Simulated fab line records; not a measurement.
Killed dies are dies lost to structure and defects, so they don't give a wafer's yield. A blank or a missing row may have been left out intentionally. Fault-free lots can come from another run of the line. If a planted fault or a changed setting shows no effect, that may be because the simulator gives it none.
fab line records ; flow sky130
record: lots: 13; wafers: 37; lastDay: 52
route steps=708 shown SONOS_TUNNEL@162 GATE_OXIDE@201 RES_PROTECT@215 POLY_GATE@231
lots that met no fault: from a run of the same line without faults
startH: the number of hours between the record's first day and the start of the first shown wafer of the lot ; waitH: hours since the lot's step before ; " unchanged from the row above ; L1.1+2: several wafers, shown together as one row ; - no value, or no start was given ; * or withheld: withheld ; < > ~ a bound
route shown NAME@n: NAME is a module with steps in the file, n the number in the route of the first one ; usual: the fault-free wafers' mean and standard deviation ; same: alike in all rows ; chamber/n: place in a boat ; sites: readings site by site ; _std_site: the standard deviation of these ; _edge_site: mean of outer sites minus mean of inner sites ; radiusMm: for every site, how far away it sits from the centre of the wafer ; mask NAME#n: copy n ; behind: the last tool/chamber to shape the wafer ; hold: what put the lot on hold/how long, in hours/how the hold closed ; device: transistor that didn't switch, given as n, p or np ; end of line: at the end of the route, the tests of the same wafers ; step lacking rows: just its recipe ; killed: dies lost to structure and defects at the first sort, not the wafer's yield ; map: dies across one wafer; x = killed, . = not, _ = none there
set.NAME: the setting that was run; set.NAME@STEP: the one run at that earlier step ; model.NAME: the simulator's own value behind a step, which no gauge read
the route's steps for a sample of lots (tables are steps, rows are wafers)
services: when a tool's chamber went out of use (startH, in hours from the record's first day, below 0 if earlier), for how many hours, and the reason
== steps ==
step: SKY_SONOS_TUNNEL_OVL_MEAS_08
usual: SONOS_TUNNEL_OVL: 0.4/1.5
lot.wafer;tool;chamber;startH;waitH;SONOS_TUNNEL_OVL[nm]
L727.1;overlay-02;-;276.81;0.1;2.4
L727.3;overlay-02;-;276.81;0.1;-1.5
L727.5;overlay-02;-;276.81;0.1;-1.5
L728.1;overlay-01;-;281.32;0.1;1.3
L728.4;overlay-01;-;281.32;0.1;1.4
L728.5;overlay-01;-;281.32;0.1;-0.2
L732.1;overlay-01;-;296.94;0.1;-0.5
L732.2;overlay-01;-;296.94;0.1;2.1
L732.3;overlay-01;-;296.94;0.1;-1.1
L736.2;overlay-01;-;300.60;0.1;-1.6
L736.4;overlay-01;-;300.60;0.1;-0.7
L736.6;overlay-01;-;300.60;0.1;-0.8
L737.1;overlay-01;-;300.82;0.1;0.4
L737.3;overlay-01;-;300.82;0.1;-0.2
L738.2;overlay-01;-;302.09;0.1;0.5
L738.3;overlay-01;-;302.09;0.1;-0.7
L738.6;overlay-01;-;302.09;0.1;0.6
L739.2;overlay-01;-;302.87;0.1;-2.5
L739.4;overlay-01;-;302.87;0.1;-0.8
L739.6;overlay-01;-;302.87;0.1;0.1
L740.3;overlay-02;-;304.22;0.1;1.0
L740.6;overlay-02;-;304.22;0.1;-2.0
L746.1;overlay-02;-;465.21;0.1;1.6
L746.3;overlay-02;-;465.21;0.1;2.1
L746.5;overlay-02;-;465.21;0.1;1.5
L745.1;overlay-01;-;466.16;0.1;1.3
L745.2;overlay-01;-;466.16;0.1;0.2
L745.4;overlay-01;-;466.16;0.1;0.9
L747.1;overlay-02;-;466.86;0.1;0.6
L747.3;overlay-02;-;466.86;0.1;1.6
L747.5;overlay-02;-;466.86;0.1;0.8
L748.4;overlay-01;-;470.23;0.1;-0.7
L748.5;overlay-01;-;470.23;0.1;2.0
L748.6;overlay-01;-;470.23;0.1;-1.0
L749.1;overlay-01;-;473.94;0.1;0.9
L749.2;overlay-01;-;473.94;0.1;0.5
L749.4;overlay-01;-;473.94;0.1;-0.4
step: SKY_GATE_OXIDE_TW_MEAS_14
usual: GATE_OXIDE_TW: 223/3
lot.wafer;tool;chamber;startH;waitH;GATE_OXIDE_TW
L727.1;filmMetro-02;-;337.69;0.1;228
L727.3;filmMetro-02;-;337.69;0.1;227
L727.5;filmMetro-02;-;337.69;0.1;229
L728.1;filmMetro-01;-;342.69;0.1;220
L728.4;filmMetro-01;-;342.69;0.1;220
L728.5;filmMetro-01;-;342.69;0.1;220
L732.1;filmMetro-03;-;365.33;0.1;222
L732.2;filmMetro-03;-;365.33;0.1;222
L732.3;filmMetro-03;-;365.33;0.1;222
L736.2;filmMetro-02;-;366.29;0.1;227
L736.4;filmMetro-02;-;366.29;0.1;227
L736.6;filmMetro-02;-;366.29;0.1;227
L737.1;filmMetro-01;-;366.58;0.1;221
L737.3;filmMetro-01;-;366.58;0.1;221
L739.2;filmMetro-03;-;370.24;0.1;220
L739.4;filmMetro-03;-;370.24;0.1;222
L739.6;filmMetro-03;-;370.24;0.1;222
L738.2;filmMetro-01;-;370.42;0.1;221
L738.3;filmMetro-01;-;370.42;0.1;222
L738.6;filmMetro-01;-;370.42;0.1;220
L740.3;filmMetro-03;-;370.55;0.1;221
L740.6;filmMetro-03;-;370.55;0.1;223
L746.1;filmMetro-01;-;533.64;0.1;221
L746.3;filmMetro-01;-;533.64;0.1;222
L746.5;filmMetro-01;-;533.64;0.1;221
L745.1;filmMetro-02;-;535.41;0.1;228
L745.2;filmMetro-02;-;535.41;0.1;227
L745.4;filmMetro-02;-;535.41;0.1;228
L747.1;filmMetro-01;-;536.96;0.1;220
L747.3;filmMetro-01;-;536.96;0.1;221
L747.5;filmMetro-01;-;536.96;0.1;222
L748.4;filmMetro-02;-;541.38;0.1;228
L748.5;filmMetro-02;-;541.38;0.1;228
L748.6;filmMetro-02;-;541.38;0.1;228
L749.1;filmMetro-01;-;545.90;0.1;221
L749.2;filmMetro-01;-;545.90;0.1;222
L749.4;filmMetro-01;-;545.90;0.1;221
step: SKY_RES_PROTECT_TW_MEAS_08
usual: POLY_GATE_TW: 3992/31
lot.wafer;tool;chamber;startH;waitH;POLY_GATE_TW
L727.1;filmMetro-03;-;369.37;0.1;3978
L727.3;filmMetro-03;-;369.37;0.1;3984
L727.5;filmMetro-03;-;369.37;0.1;3949
L728.1;filmMetro-01;-;374.07;0.1;3995
L728.4;filmMetro-01;-;374.07;0.1;3962
L728.5;filmMetro-01;-;374.07;0.1;3961
L732.1;filmMetro-01;-;398.07;0.1;3969
L732.2;filmMetro-01;-;398.07;0.1;3970
L732.3;filmMetro-01;-;398.07;0.1;3972
L736.2;filmMetro-01;-;400.88;0.1;3968
L736.4;filmMetro-01;-;400.88;0.1;3977
L736.6;filmMetro-01;-;400.88;0.1;3977
L737.1;filmMetro-04;-;401.52;0.1;3998
L737.3;filmMetro-04;-;401.52;0.1;4010
L739.2;filmMetro-01;-;404.35;0.1;3971
L739.4;filmMetro-01;-;404.35;0.1;3955
L739.6;filmMetro-01;-;404.35;0.1;3982
L738.2;filmMetro-04;-;404.65;0.1;4027
L738.3;filmMetro-04;-;404.65;0.1;4019
L738.6;filmMetro-04;-;404.65;0.1;4042
L740.3;filmMetro-04;-;404.84;0.1;4012
L740.6;filmMetro-04;-;404.84;0.1;4005
L746.1;filmMetro-03;-;567.19;0.1;3968
L746.3;filmMetro-03;-;567.19;0.1;3982
L746.5;filmMetro-03;-;567.19;0.1;3962
L745.1;filmMetro-04;-;569.34;0.1;4008
L745.2;filmMetro-04;-;569.34;0.1;4031
L745.4;filmMetro-04;-;569.34;0.1;4012
L747.1;filmMetro-03;-;570.24;0.1;3931
L747.3;filmMetro-03;-;570.24;0.1;3938
L747.5;filmMetro-03;-;570.24;0.1;3948
L748.4;filmMetro-01;-;574.75;0.1;3964
L748.5;filmMetro-01;-;574.75;0.1;3966
L748.6;filmMetro-01;-;574.75;0.1;3947
L749.1;filmMetro-04;-;578.97;0.1;4028
L749.2;filmMetro-04;-;578.97;0.1;4049
L749.4;filmMetro-04;-;578.97;0.1;4033
step: SKY_POLY_GATE_ETCH_17
recipe: targetDepthNm: 180; stopOn: SiO2; overEtchFrac: 0.56667; chemistry: HBr/Cl2; target: poly-Si; icpW: 400; biasW: 100; pressureMtorr: 10; HBr_flow_sccm: 150; Cl2_flow_sccm: 50; timeS: 70.5
usual: drypumpMotorCurrentA: 5.9/0.3; oesProductAu: 0.979/0.0088; throttleValvePct: 33.684/0.0093
lot.wafer;tool;chamber;startH;waitH;drypumpMotorCurrentA;oesProductAu;rfHoursCounterH;throttleValvePct
L727.1;rieSi-02;0;401.37;0.0;5.6;0.961;1;33.694
L727.3;rieSi-02;3;401.37;0.0;5.9;0.982;22;33.675
L727.5;rieSi-02;2;401.37;0.0;6.3;0.981;-;33.671
L728.1;rieSi-02;0;407.13;0.0;5.7;0.959;1;33.675
L728.4;rieSi-02;3;407.13;0.0;5.9;0.979;22;33.699
L728.5;rieSi-02;2;407.13;0.0;6.3;0.985;-;33.675
L732.1;rieSi-01;1;431.36;0.0;6.2;0.986;3;33.676
L732.2;rieSi-01;0;431.36;0.0;6.0;0.970;21;33.686
L732.3;rieSi-01;2;431.36;0.0;5.6;0.978;3;33.681
L736.2;rieSi-01;3;434.43;0.0;6.2;0.983;2;33.685
L736.4;rieSi-01;1;434.43;0.0;6.3;0.977;3;33.697
L736.6;rieSi-01;1;434.43;0.0;6.3;0.975;-;33.672
L737.1;rieSi-02;3;435.13;0.0;5.9;0.977;22;33.697
L737.3;rieSi-02;1;435.13;0.0;5.5;1.000;4;33.691
L740.3;rieSi-02;3;438.48;0.0;5.9;0.996;22;33.687
L740.6;rieSi-02;0;438.48;0.0;5.6;0.990;-;33.684
L738.2;rieSi-01;2;439.43;0.0;5.6;0.983;4;33.679
L738.3;rieSi-01;3;439.43;0.0;6.2;0.980;3;33.672
L738.6;rieSi-01;0;439.43;0.0;6.0;0.983;-;33.692
L739.2;rieSi-02;3;439.43;0.0;5.9;0.987;22;33.680
L739.4;rieSi-02;2;439.43;0.0;6.3;0.999;-;33.681
L739.6;rieSi-02;3;439.43;0.0;5.9;1.001;-;33.677
L746.1;rieSi-01;0;598.89;0.0;6.0;0.978;22;33.684
L746.3;rieSi-01;3;598.89;0.0;6.3;0.978;3;33.684
L746.5;rieSi-01;0;598.89;0.0;6.0;0.981;-;33.692
L745.1;rieSi-01;3;603.06;0.0;6.2;0.977;3;33.695
L745.2;rieSi-01;0;603.06;0.0;6.0;0.983;22;33.681
L745.4;rieSi-01;1;603.06;0.0;6.2;0.977;4;33.697
L747.1;rieSi-02;1;603.41;0.0;5.5;0.978;5;33.671
L747.3;rieSi-02;2;603.41;0.0;6.3;0.989;1;33.687
L747.5;rieSi-02;3;603.41;0.0;5.9;0.985;-;33.680
L748.4;rieSi-02;2;609.51;0.0;6.3;0.975;1;33.686
L748.5;rieSi-02;0;609.51;0.0;5.7;0.967;-;33.664
L748.6;rieSi-02;3;609.51;0.0;5.9;0.981;-;33.667
L749.1;rieSi-02;2;611.93;0.0;6.3;0.975;1;33.699
L749.2;rieSi-02;1;611.93;0.0;5.5;0.967;5;33.692
L749.4;rieSi-02;3;611.93;0.0;5.9;0.986;23;33.691
step: SKY_POLY_GATE_STRIP_18
recipe: chemistry: O2/N2; powerW: 1400; pressureMtorr: 1500; platenTempC: withheld; o2FlowSccm: 3000; n2FlowSccm: 300; overashFraction: 0.5
usual: drypumpMotorCurrentA: 5.80/0.054; oesProductAu: 0.362/0.0049; stripTimeToEndpointS: 3.19/0.055
lot.wafer;tool;chamber;startH;waitH;drypumpMotorCurrentA;oesProductAu;rfHoursCounterH;stripTimeToEndpointS
L727.1;plasmaAsher-01;1;401.43;0.0;5.75;0.359;66;3.19
L727.3;plasmaAsher-01;0;401.43;0.0;5.93;0.357;-;3.12
L727.5;plasmaAsher-01;1;401.43;0.0;5.72;0.360;-;3.14
L728.1;plasmaAsher-02;0;407.19;0.0;5.80;0.360;71;3.14
L728.4;plasmaAsher-02;0;407.19;0.0;5.80;0.356;-;3.10
L728.5;plasmaAsher-02;0;407.19;0.0;5.80;0.364;-;3.07
L732.1;plasmaAsher-04;1;431.42;0.0;5.72;0.360;29;3.16
L732.2;plasmaAsher-04;0;431.42;0.0;5.82;0.365;29;3.31
L732.3;plasmaAsher-04;1;431.42;0.0;5.79;0.365;-;3.14
L736.2;plasmaAsher-02;1;434.49;0.0;5.75;0.355;74;3.11
L736.4;plasmaAsher-02;1;434.49;0.0;5.78;0.361;-;3.14
L736.6;plasmaAsher-02;0;434.49;0.0;5.77;0.365;-;3.29
L737.1;plasmaAsher-02;1;435.19;0.0;5.79;0.361;74;3.16
L737.3;plasmaAsher-02;1;435.19;0.0;5.75;0.341;-;2.83
L740.3;plasmaAsher-04;0;438.57;0.1;5.79;0.346;-;2.92
L740.6;plasmaAsher-04;1;438.57;0.1;5.76;0.350;-;2.99
L738.2;plasmaAsher-01;0;439.49;0.0;5.93;0.371;1;3.18
L738.3;plasmaAsher-01;0;439.49;0.0;5.92;0.365;-;3.22
L738.6;plasmaAsher-01;1;439.49;0.0;5.80;0.357;-;3.22
L739.2;plasmaAsher-04;1;439.52;0.1;5.81;0.364;30;3.20
L739.4;plasmaAsher-04;0;439.52;0.1;5.78;0.359;-;3.13
L739.6;plasmaAsher-04;0;439.52;0.1;5.77;0.344;-;2.85
L746.1;plasmaAsher-01;1;598.95;0.0;5.76;0.358;17;3.13
L746.3;plasmaAsher-01;1;598.95;0.0;5.77;0.362;-;3.20
L746.5;plasmaAsher-01;1;598.95;0.0;5.71;0.364;-;3.18
L745.1;plasmaAsher-01;1;603.11;0.0;5.74;0.359;18;3.23
L745.2;plasmaAsher-01;0;603.11;0.0;5.93;0.354;18;3.05
L745.4;plasmaAsher-01;1;603.11;0.0;5.80;0.363;-;3.15
L747.1;plasmaAsher-04;0;603.46;0.0;5.81;0.370;46;3.11
L747.3;plasmaAsher-04;0;603.46;0.0;5.82;0.359;-;3.14
L747.5;plasmaAsher-04;1;603.46;0.0;5.77;0.361;-;3.16
L748.4;plasmaAsher-04;0;609.60;0.1;5.79;0.362;-;3.19
L748.5;plasmaAsher-04;1;609.60;0.1;5.77;0.362;-;3.20
L748.6;plasmaAsher-04;0;609.60;0.1;5.80;0.364;-;3.12
L749.1;plasmaAsher-01;1;611.99;0.0;5.75;0.355;18;3.21
L749.2;plasmaAsher-01;0;611.99;0.0;5.93;0.367;18;3.26
L749.4;plasmaAsher-01;0;611.99;0.0;5.93;0.361;-;3.18
== services ==
tool;chamber;startH;hours;kind
rieSi-02;-;385.75;15.2;repair
plasmaAsher-04;-;395.99;1.9;repair
plasmaAsher-01;-;421.25;9.0;pm
plasmaAsher-01;0;421.25;9.0;ventCycle
plasmaAsher-01;1;421.25;9.0;ventCycle
plasmaAsher-01;0;430.25;-;clean
plasmaAsher-01;1;430.25;-;clean
rieSi-02;1;435.78;11.7;repair
rieSi-02;0;438.75;7.0;repair
plasmaAsher-02;-;461.82;1.2;repair
plasmaAsher-04;-;480.39;2.8;pm
plasmaAsher-04;-;485.57;3.0;repair
plasmaAsher-01;-;493.92;2.3;repair
rieSi-02;-;507.80;2.8;pm
plasmaAsher-01;-;516.65;1.2;repair
plasmaAsher-02;-;528.37;0.6;repair
== key ==
firstSign: step: SKY_POLY_GATE_ETCH_17; reading: oesProductAu; direction: up; sigmas: 2; usual: 0.979; struck: 0.997; wafersMoved: 2
effect: step: SKY_POLY_GATE_STRIP_18; reading: stripTimeToEndpointS; direction: down; sigmas: 5.2; usual: *; struck: *
metAt SKY_POLY_GATE_ETCH_17
struckLots L737,L739,L740
struckWafers L737.3,L739.6,L740.3,L740.6
testerLeftOut L737,L739,L740
notActingAt SKY_SONOS_TUNNEL_OVL_MEAS_08,SKY_GATE_OXIDE_TW_MEAS_14,SKY_RES_PROTECT_TW_MEAS_08
onsetBetween 407.13 435.13
fault: kind: processParameterDrift; tool: rieSi-02; chamber: -; onsetH: 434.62; steps: SKY_POLY_GATE_ETCH_17; channel: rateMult; offset: 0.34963; shape: step; endH: 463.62; scope: struckWafersOnly
testerLeftOut: of these lots the tester's yield and bins aren't shown, on N5 and GAA mostly nor the transistor test; their killed dies are dies lost to structure and defects alone, not to doping, threshold or leakage, so they don't give the yield
